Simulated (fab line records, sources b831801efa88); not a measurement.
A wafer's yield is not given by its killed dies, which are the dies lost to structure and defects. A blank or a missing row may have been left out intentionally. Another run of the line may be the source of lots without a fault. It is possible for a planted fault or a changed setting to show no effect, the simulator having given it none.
Chamber matching || flow sky130 || SKY_CONTACT_CMP_04 on cmp-02: 4 sister chambers
The step polishes SiO2. 4 wafers are shown with their chamber, then 8 later ones without.

## WAFERS PAIRED WITH THEIR CHAMBERS
{"wafer": "L171.2", "chamber": 0, "motorCurrentA (A)": 11.1}
{"wafer": "L173.4", "chamber": 2, "motorCurrentA (A)": 12.3}
{"wafer": "L173.6", "chamber": 3, "motorCurrentA (A)": 10.3}
{"wafer": "L174.2", "chamber": 1, "motorCurrentA (A)": 12.6}

## WAFERS WITHOUT THEIR CHAMBER
{"wafer": "L174.4", "motorCurrentA (A)": 9.9}
{"wafer": "L174.6", "motorCurrentA (A)": 11.9}
{"wafer": "L175.3", "motorCurrentA (A)": 12.3}
{"wafer": "L175.4", "motorCurrentA (A)": 11.6}
{"wafer": "L175.6", "motorCurrentA (A)": 12.6}
{"wafer": "L179.1", "motorCurrentA (A)": 11.6}
{"wafer": "L179.2", "motorCurrentA (A)": 12.9}
{"wafer": "L179.5", "motorCurrentA (A)": 12.3}

## WHICH CHAMBER EACH ONE RAN IN
{"wafer": "L174.4", "from the rows above": 3, "in truth": 3}
{"wafer": "L174.6", "from the rows above": "can't be placed: 2 or 1 or 0", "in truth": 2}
{"wafer": "L175.3", "from the rows above": "can't be placed: 2 or 1", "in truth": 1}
{"wafer": "L175.4", "from the rows above": "can't be placed: 0 or 2 or 1", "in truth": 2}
{"wafer": "L175.6", "from the rows above": "can't be placed: 1 or 2", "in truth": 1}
{"wafer": "L179.1", "from the rows above": "can't be placed: 0 or 2 or 1", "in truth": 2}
{"wafer": "L179.2", "from the rows above": "can't be placed: 1 or 2", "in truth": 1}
{"wafer": "L179.5", "from the rows above": "can't be placed: 2 or 1", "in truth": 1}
Correct placement for 1 of the 8. Unplaceable from these rows: 7, with the true chamber sitting among the candidates in 7. Placed wrongly: 0.
How it was worked out, from the rows above alone: a wafer's distance from a chamber is the root of the sum, over the readings, of the square of ((its reading less the chamber's mean) divided by the reading's scatter). If the next closest chamber is less than 2 further off than the closest, the wafer can't be placed; otherwise it belongs to the closest. The mean given for a chamber averages the wafers shown for that chamber. The scatter (one wafer shown for each chamber): square how far every hidden wafer sits from the nearest shown wafer, average those squares and take the square root.
